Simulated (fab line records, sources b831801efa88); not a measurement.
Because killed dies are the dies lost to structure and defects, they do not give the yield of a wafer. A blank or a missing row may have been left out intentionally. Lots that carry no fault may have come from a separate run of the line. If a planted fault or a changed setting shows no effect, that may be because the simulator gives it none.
fab line records	flow sky130
record: lots: 6	wafers: 18	last-day: 50
route steps=708 shown VT_ADJUST_PCH@151 SONOS_TUNNEL@154 PAD_OPEN@708
lots that met no fault: from a run of the same line without faults
start-h: start of the lot's first displayed wafer, in hours after the record's first day	wait-h: hours from the lot's prior step to this one	" repeats the value in the row above	L1.1+2: a single row standing in for several wafers	- no value present, or no start provided	* or withheld: withheld	< > ~ a bound
route shown NAME@n: NAME is a module with steps in the file, n the number in the route of the first one	usual: mean and standard deviation over wafers with no fault	same: alike in all rows	chamber/n: place in a boat	sites: the reading at each site	_std_site: the standard deviation of these	_edge_site: outer sites' mean less inner sites'	radius-mm: for every site, how far away it sits from the centre of the wafer	mask NAME#n: copy n	behind: the last tool/chamber to shape the wafer	hold: reason for holding the lot/hours on hold/outcome of the hold	device: the transistor (n, p or np) that didn't switch	end of line: tests run on the same wafers once the route is complete	step lacking rows: just its recipe	killed: dies that structure and defects cost at the first sort, which is not the same as the wafer's yield	map: shows each die of a wafer: x if killed, . if not, _ if none is there
set.NAME: the setting that was run; set.NAME@STEP: the one run at that earlier step	model.NAME: the simulator's own value behind a step, which no gauge read
a table for each step, a row for each wafer; lots at some steps of the route
services: from which hour (start-h, from the record's first day; less than 0 if before it) a tool's chamber was out of use, for how many hours, and why
== steps ==
step: SKY_VT_ADJUST_PCH_IMPLANT_08
recipe: species: B	energy-kev: 10	dose-cm2: 5e+11	tilt-deg: withheld
step: SKY_VT_ADJUST_PCH_STRIP_09
recipe: chemistry: O2/N2	power-w: 1400	pressure-mtorr: 1500	platen-temp-c: withheld	o2-flow-sccm: 3000	n2-flow-sccm: 300	overash-fraction: 0.5
usual: drypump-motor-current-A: 5.54/0.18	oes-product-au: 0.722/0.0047	strip-time-to-endpoint-s: 36.93/0.1
lot.wafer	tool	chamber	start-h	wait-h	drypump-motor-current-A	oes-product-au	rf-hours-counter-h	strip-time-to-endpoint-s
L900.2	plasma-asher-02	1	224.46	0.1	5.67	0.721	55	36.69
L900.3	"	0	"	"	5.35	0.722	-	36.86
L900.6	"	1	"	"	5.69	0.724	-	36.73
L903.1	plasma-asher-03	1	251.19	0.1	5.74	0.727	54	36.92
L903.2	"	0	"	"	5.58	0.722	54	36.91
L903.3	"	1	"	"	5.72	0.711	-	36.92
L914.1	plasma-asher-03	1	332.89	0.1	5.76	0.727	63	36.92
L914.5	"	1	"	"	5.76	0.716	-	36.96
L914.6	"	0	"	"	5.57	0.720	-	36.94
L915.1	plasma-asher-02	0	345.01	0.1	5.35	0.728	67	36.93
L915.5	"	0	"	"	5.34	0.731	-	36.94
L915.6	"	1	"	"	5.68	0.719	-	36.92
L921.1	plasma-asher-03	0	398.71	0.1	5.56	0.726	69	37.16
L921.3	"	0	"	"	5.59	0.734	-	37.10
L921.4	"	1	"	"	5.74	0.723	-	37.12
L922.1	plasma-asher-03	1	409.09	0.1	5.76	0.720	70	36.97
L922.4	"	1	"	"	5.76	0.722	-	36.86
L922.5	"	1	"	"	5.72	0.717	-	36.83
step: SKY_VT_ADJUST_PCH_TW_MEAS_10
usual: VT_ADJUST_PCH_TW: 141.6/1.4
lot.wafer	tool	chamber	start-h	wait-h	VT_ADJUST_PCH_TW
L900.2	film-metro-04	-	224.57	0.1	140.6
L900.3	"	-	"	"	141.2
L900.6	"	-	"	"	140.0
L903.1	film-metro-02	-	251.29	0.1	141.5
L903.2	"	-	"	"	141.4
L903.3	"	-	"	"	141.2
L914.1	film-metro-01	-	332.99	0.1	145.9
L914.5	"	-	"	"	145.2
L914.6	"	-	"	"	145.3
L915.1	film-metro-04	-	345.11	0.1	140.3
L915.5	"	-	"	"	140.8
L915.6	"	-	"	"	140.4
L921.1	film-metro-01	-	398.81	0.1	144.7
L921.3	"	-	"	"	145.1
L921.4	"	-	"	"	143.6
L922.1	film-metro-04	-	409.19	0.1	141.2
L922.4	"	-	"	"	140.3
L922.5	"	-	"	"	140.9
step: SKY_SONOS_TUNNEL_DEHYDRATE_00
recipe: temp-c: 200	time-s: 60
step: SKY_SONOS_TUNNEL_HMDS_01
recipe: prime-time-s: 60	prime-temp-c: 120
step: SKY_SONOS_TUNNEL_COAT_02
recipe: resist: NOVOLAK	spin-rpm: 3000	resist-thk-nm: 1140
step: SKY_SONOS_TUNNEL_SOFTBAKE_03
recipe: temp-c: 90	time-s: 60	resist: NOVOLAK
step: SKY_SONOS_TUNNEL_EXPOSE_04
recipe: mask-id: TUNM	na: 0.6	source-shape: conventional	sigma-outer: 0.6	polarization: unpolarized	target-cd-nm: 410	dose-mj: 136
step: SKY_SONOS_TUNNEL_PEB_05
recipe: temp-c: withheld	time-s: *	resist: NOVOLAK
step: SKY_SONOS_TUNNEL_DEVELOP_06
recipe: resist: NOVOLAK	developer: TMAH	develop-time-s: 60	dev-temp-c: 23
step: SKY_SONOS_TUNNEL_CD_MEAS_07
recipe: target-cd-nm: 410
usual: cd-nm: 410.1/2.9
lot.wafer	tool	chamber	start-h	wait-h	cd-nm
L900.2	cd-sem-02	-	247.79	0.1	413.2
L900.3	"	-	"	"	412.2
L900.6	"	-	"	"	410.4
L903.1	cd-sem-02	-	275.68	0.1	410.8
L903.2	"	-	"	"	408.6
L903.3	"	-	"	"	408.2
L914.1	cd-sem-01	-	359.32	0.1	404.1
L914.5	"	-	"	"	406.1
L914.6	"	-	"	"	406.8
L915.1	cd-sem-01	-	372.97	0.1	412.6
L915.5	"	-	"	"	413.3
L915.6	"	-	"	"	412.3
L921.1	cd-sem-02	-	428.67	0.1	406.4
L921.3	"	-	"	"	405.1
L921.4	"	-	"	"	406.3
L922.1	cd-sem-01	-	438.92	0.1	405.7
L922.4	"	-	"	"	407.5
L922.5	"	-	"	"	407.8
step: SKY_SONOS_TUNNEL_OVL_MEAS_08
usual: SONOS_TUNNEL_OVL: 1.1/1.5
lot.wafer	tool	chamber	start-h	wait-h	SONOS_TUNNEL_OVL[nm]
L900.2	overlay-01	-	247.90	0.1	2.6
L900.3	"	-	"	"	1.4
L900.6	"	-	"	"	1.7
L903.1	overlay-02	-	275.80	0.1	0.4
L903.2	"	-	"	"	1.9
L903.3	"	-	"	"	1.9
L914.1	overlay-01	-	359.44	0.1	2.4
L914.5	"	-	"	"	2.2
L914.6	"	-	"	"	4.0
L915.1	overlay-01	-	373.09	0.1	1.5
L915.5	"	-	"	"	3.2
L915.6	"	-	"	"	0.1
L921.1	overlay-02	-	428.79	0.1	-0.4
L921.3	"	-	"	"	-1.8
L921.4	"	-	"	"	-0.9
L922.1	overlay-02	-	439.04	0.1	0.3
L922.4	"	-	"	"	-0.7
L922.5	"	-	"	"	0.1
step: SKY_SONOS_TUNNEL_IMPLANT_09
recipe: species: B	energy-kev: 20	dose-cm2: 1e+12	tilt-deg: withheld
usual: beam-on-s: 9.99/0.22	faraday-current-uA: 5.65/0.12
lot.wafer	tool	chamber	start-h	wait-h	beam-on-s	faraday-current-uA
L900.2	implanter-01	0	247.95	0.0	10.32	5.46
L900.3	"	0	"	"	10.11	5.59
L900.6	"	0	"	"	9.97	5.66
L903.1	implanter-01	0	275.84	0.0	10.03	5.66
L903.2	"	0	"	"	10.23	5.53
L903.3	"	0	"	"	9.98	5.67
L914.1	implanter-01	0	359.48	0.0	8.24	6.86
L914.5	"	0	"	"	8.48	6.63
L914.6	"	0	"	"	7.81	7.20
L915.1	implanter-01	0	373.13	0.0	8.17	6.90
L915.5	"	0	"	"	8.08	7.03
L915.6	"	0	"	"	8.05	7.00
L921.1	implanter-04	0	428.83	0.0	9.84	5.72
L921.3	"	0	"	"	10.19	5.54
L921.4	"	0	"	"	9.90	5.69
L922.1	implanter-04	0	439.08	0.0	10.25	5.49
L922.4	"	0	"	"	10.07	5.59
L922.5	"	0	"	"	10.03	5.62
step: SKY_SONOS_TUNNEL_WET_ETCH_10
recipe: chemistry: dHF	target-depth-nm: 14	target: SiO2	dilution: 100:1	temp-c: 25	time-s: 280
step: SKY_SONOS_TUNNEL_STRIP_11
recipe: chemistry: SPM	time-s: 600	temp-c: 130
step: SKY_SONOS_TUNNEL_TW_MEAS_12
usual: SONOS_TUNNEL_TW: 197.8/2
lot.wafer	tool	chamber	start-h	wait-h	SONOS_TUNNEL_TW
L900.2	film-metro-01	-	248.35	0.0	199.6
L900.3	"	-	"	"	200.0
L900.6	"	-	"	"	200.5
L903.1	film-metro-02	-	276.28	0.0	195.7
L903.2	"	-	"	"	195.0
L903.3	"	-	"	"	195.2
L914.1	film-metro-01	-	359.89	0.0	188.1
L914.5	"	-	"	"	189.2
L914.6	"	-	"	"	188.1
L915.1	film-metro-03	-	373.57	0.0	188.4
L915.5	"	-	"	"	188.1
L915.6	"	-	"	"	187.5
L921.1	film-metro-02	-	429.24	0.0	195.9
L921.3	"	-	"	"	195.4
L921.4	"	-	"	"	196.0
L922.1	film-metro-02	-	439.50	0.0	196.5
L922.4	"	-	"	"	196.5
L922.5	"	-	"	"	196.9
step: SKY_SONOS_TUNNEL_CLEAN_13
recipe: chemistry: dHF	time-s: 20	dilution: 100:1	dry: ipa-marangoni
step: SKY_PAD_OPEN_PROBE_99
usual: killed_at_M0_to_M3: 45/6.8	killed_at_M4_up: 3.2/1.6	killed-at-contacts: 24/5.1	killed-at-front-end: 14/4.4	killed-at-other: 0.4/0.65	killed-dies: 87/8.8	killed-on-rim: 17/3.6	killed-open: 47/7.2	killed-short: 39/6.1
same: gross-dies: 492	killed-at-back-side: 0
lot.wafer	tool	chamber	start-h	wait-h	killed_at_M0_to_M3	killed_at_M4_up	killed-at-contacts	killed-at-front-end	killed-at-other	killed-dies	killed-on-rim	killed-open	killed-short	model.etest.sonos-uncharged.vt-v
L900.2	prober-01	-	1063.84	0.1	43	1	23	13	0	80	18	47	33	-0.4147
L900.3	prober-01	-	1063.89	0.2	40	4	34	18	0	96	23	50	46	-0.424
L900.6	prober-01	-	1064.04	0.2	43	3	18	14	0	78	11	47	31	-0.4132
L903.1	prober-01	-	1096.24	0.1	40	1	28	12	0	81	14	42	39	-0.4399
L903.2	prober-01	-	1096.29	0.1	48	2	39	11	0	100	14	62	37	-0.4731
L903.3	prober-01	-	1096.34	0.2	48	2	34	7	1	92	18	51	41	-0.4286
L914.1	prober-02	-	1153.58	0.1	42	2	21	20	0	85	16	43	42	-0.4886
L914.5	prober-02	-	1153.78	0.2	40	1	31	22	0	94	20	50	44	-0.4846
L914.6	prober-02	-	1153.83	0.2	48	7	23	12	0	90	17	46	44	-0.4723
L915.1	prober-01	-	1164.63	0.1	37	4	26	12	2	81	16	43	37	-0.5101
L915.5	prober-01	-	1164.83	0.2	43	3	30	19	0	95	20	44	50	-0.5048
L915.6	prober-01	-	1164.88	0.2	54	4	24	11	0	93	21	42	51	-0.4904
L921.1	prober-01	-	1197.09	0.1	51	4	23	9	0	87	14	39	48	-0.4194
L921.3	prober-01	-	1197.19	0.2	53	4	19	10	0	86	17	46	40	-0.3886
L921.4	prober-01	-	1197.24	0.2	53	5	31	13	0	102	15	51	51	-0.4456
L922.1	prober-02	-	1201.32	0.1	43	2	21	18	3	87	19	54	33	-0.4212
L922.4	prober-02	-	1201.47	0.2	42	3	21	11	0	77	10	45	32	-0.4611
L922.5	prober-02	-	1201.52	0.2	34	5	19	15	0	73	12	42	31	-0.4664
killed by level:class
L900.2 VIA1:geometric-particle:open=11 CONTACT:geometric-particle:open=9 VIA1:geometric-particle:short=9 VIA3:geometric-particle:open=8 LI_CONTACT:geometric-particle:open=6 METAL1:geometric-particle:short=6 VIA2:geometric-particle:open=5 POLY_GATE:geometric-particle:open=4
L900.3 VIA1:geometric-particle:open=12 LI_CONTACT:geometric-particle:open=11 CONTACT:geometric-particle:open=10 CONTACT:geometric-particle:short=8 POLY_GATE:geometric-particle:open=6 POLY_GATE:geometric-particle:short=6 VIA1:geometric-particle:short=5 VIA3:geometric-particle:short=5
L900.6 VIA1:geometric-particle:open=8 LI_CONTACT:geometric-particle:open=7 VIA3:geometric-particle:open=7 CONTACT:geometric-particle:open=6 VIA1:geometric-particle:short=5 METAL1:geometric-particle:short=5 VIA2:geometric-particle:open=5 POLY_GATE:geometric-particle:open=4
L903.1 VIA1:geometric-particle:open=10 CONTACT:geometric-particle:open=9 LI_CONTACT:geometric-particle:open=8 CONTACT:geometric-particle:short=7 FIELD_ISO:geometric-particle:short=5 METAL1:geometric-particle:short=5 METAL3:geometric-particle:short=5 METAL1:geometric-particle:open=4
L903.2 CONTACT:geometric-particle:open=16 LI_CONTACT:geometric-particle:open=12 VIA1:geometric-particle:open=9 VIA2:geometric-particle:open=8 VIA3:geometric-particle:open=7 METAL2:geometric-particle:short=6 METAL3:geometric-particle:short=5 LOCAL_INTERCONNECT:geometric-particle:short=4
L903.3 VIA1:geometric-particle:open=13 LI_CONTACT:geometric-particle:open=10 CONTACT:geometric-particle:open=9 METAL2:geometric-particle:short=8 VIA3:geometric-particle:open=7 VIA1:geometric-particle:short=6 CONTACT:geometric-particle:short=5 LI_CONTACT:geometric-particle:short=4
L914.1 VIA1:geometric-particle:open=11 VIA1:geometric-particle:short=8 CONTACT:geometric-particle:open=7 LI_CONTACT:geometric-particle:open=6 FIELD_ISO:geometric-particle:open=5 FIELD_ISO:geometric-particle:short=4 POLY_GATE:geometric-particle:short=4 LOCAL_INTERCONNECT:geometric-particle:short=4
L914.5 VIA1:geometric-particle:open=12 LI_CONTACT:geometric-particle:open=11 CONTACT:geometric-particle:open=11 METAL1:geometric-particle:short=8 POLY_GATE:geometric-particle:short=7 FIELD_ISO:geometric-particle:short=6 VIA3:geometric-particle:open=4 VIA1:geometric-particle:short=4
L914.6 CONTACT:geometric-particle:open=12 METAL2:geometric-particle:short=9 VIA1:geometric-particle:short=7 METAL1:geometric-particle:short=6 VIA1:geometric-particle:open=6 LI_CONTACT:geometric-particle:open=5 METAL4:geometric-particle:short=5 POLY_GATE:geometric-particle:open=4
L915.1 LI_CONTACT:geometric-particle:open=9 CONTACT:geometric-particle:open=8 VIA3:geometric-particle:open=8 VIA1:geometric-particle:open=6 VIA2:geometric-particle:short=5 CONTACT:geometric-particle:short=4 METAL3:geometric-particle:short=4 FIELD_ISO:geometric-particle:short=3
L915.5 CONTACT:geometric-particle:open=14 POLY_GATE:geometric-particle:short=7 VIA2:geometric-particle:open=7 VIA1:geometric-particle:short=7 VIA1:geometric-particle:open=6 CONTACT:geometric-particle:short=6 FIELD_ISO:geometric-particle:short=5 LI_CONTACT:geometric-particle:short=5
L915.6 METAL1:geometric-particle:short=14 VIA1:geometric-particle:open=9 VIA1:geometric-particle:short=7 CONTACT:geometric-particle:open=6 METAL2:geometric-particle:short=6 VIA2:geometric-particle:open=5 CONTACT:geometric-particle:short=5 METAL1:geometric-particle:open=5
L921.1 VIA1:geometric-particle:open=12 CONTACT:geometric-particle:open=11 METAL1:geometric-particle:short=10 VIA1:geometric-particle:short=7 METAL2:geometric-particle:short=5 FIELD_ISO:geometric-particle:short=4 LI_CONTACT:geometric-particle:open=4 LOCAL_INTERCONNECT:geometric-particle:short=4
L921.3 VIA1:geometric-particle:open=13 VIA1:geometric-particle:short=8 METAL2:geometric-particle:short=8 METAL1:geometric-particle:short=7 VIA3:geometric-particle:open=7 LI_CONTACT:geometric-particle:open=6 CONTACT:geometric-particle:open=6 POLY_GATE:geometric-particle:open=4
L921.4 CONTACT:geometric-particle:open=14 VIA1:geometric-particle:open=10 METAL2:geometric-particle:short=8 METAL1:geometric-particle:short=7 LI_CONTACT:geometric-particle:open=6 METAL4:geometric-particle:short=5 VIA3:geometric-particle:short=5 VIA3:geometric-particle:open=5
L922.1 CONTACT:geometric-particle:open=14 VIA2:geometric-particle:open=11 VIA1:geometric-particle:open=9 POLY_GATE:geometric-particle:short=7 VIA1:geometric-particle:short=6 VIA3:geometric-particle:open=5 FIELD_ISO:geometric-particle:open=4 POLY_GATE:geometric-particle:open=3
L922.4 VIA1:geometric-particle:open=11 LI_CONTACT:geometric-particle:open=8 VIA2:geometric-particle:open=8 CONTACT:geometric-particle:open=6 CONTACT:geometric-particle:short=4 VIA1:geometric-particle:short=4 VIA2:geometric-particle:short=4 POLY_GATE:geometric-particle:short=3
L922.5 VIA2:geometric-particle:open=9 CONTACT:geometric-particle:open=7 LI_CONTACT:geometric-particle:open=6 POLY_GATE:geometric-particle:open=5 VIA1:geometric-particle:open=5 VIA3:geometric-particle:open=5 METAL4:geometric-particle:short=5 METAL1:geometric-particle:short=4
== services ==
tool	chamber	start-h	hours	kind
plasma-asher-02	-	231.53	0.8	repair
implanter-04	-	234.45	1.7	repair
implanter-01	-	289.80	2.5	pm
plasma-asher-02	-	353.59	1.3	repair
implanter-01	-	378.02	17.4	repair
implanter-04	-	383.56	4.5	repair
implanter-04	-	391.16	3.3	pm
implanter-04	-	396.63	1.1	repair
implanter-04	-	415.35	0.7	repair
plasma-asher-03	-	421.25	9.0	pm
plasma-asher-03	0	421.25	19.1	vent-cycle
plasma-asher-03	1	421.25	19.1	vent-cycle
plasma-asher-03	-	428.92	11.5	repair
plasma-asher-03	0	430.25	-	clean
plasma-asher-03	1	430.25	-	clean
plasma-asher-03	-	431.45	0.9	repair
plasma-asher-02	-	437.72	0.9	repair
== key ==
first-sign: step: SKY_SONOS_TUNNEL_IMPLANT_09	reading: faraday-current-uA	direction: up	sigmas: 10	usual: 5.65	struck: 6.94
effect: step: SKY_SONOS_TUNNEL_IMPLANT_09	reading: beam-on-s	direction: down	sigmas: 8.4	usual: 9.99	struck: 8.14
effect: step: SKY_SONOS_TUNNEL_TW_MEAS_12	reading: SONOS_TUNNEL_TW	direction: down	sigmas: 4.8	usual: 197.8	struck: 188.2
model-effect: step: SKY_PAD_OPEN_PROBE_99	value: etest.sonos-uncharged.vt-v	without: -0.4456	struck: -0.4918
met-at SKY_SONOS_TUNNEL_IMPLANT_09
struck-wafers L914.1,L914.5,L914.6,L915.1,L915.5,L915.6
tester-left-out L914,L915
onset-between 275.84 359.48
fault: kind: process-parameter-drift	tool: implanter-01	chamber: -	onset-h: 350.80	steps: SKY_SONOS_TUNNEL_IMPLANT_09	channel: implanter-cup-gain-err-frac	offset: 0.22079	shape: step	end-h: 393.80
tester-left-out: of these lots the tester's yield and bins aren't shown, on N5 and GAA mostly nor the transistor test; their killed dies are dies lost to structure and defects alone, not to doping, threshold or leakage, so they don't give the yield
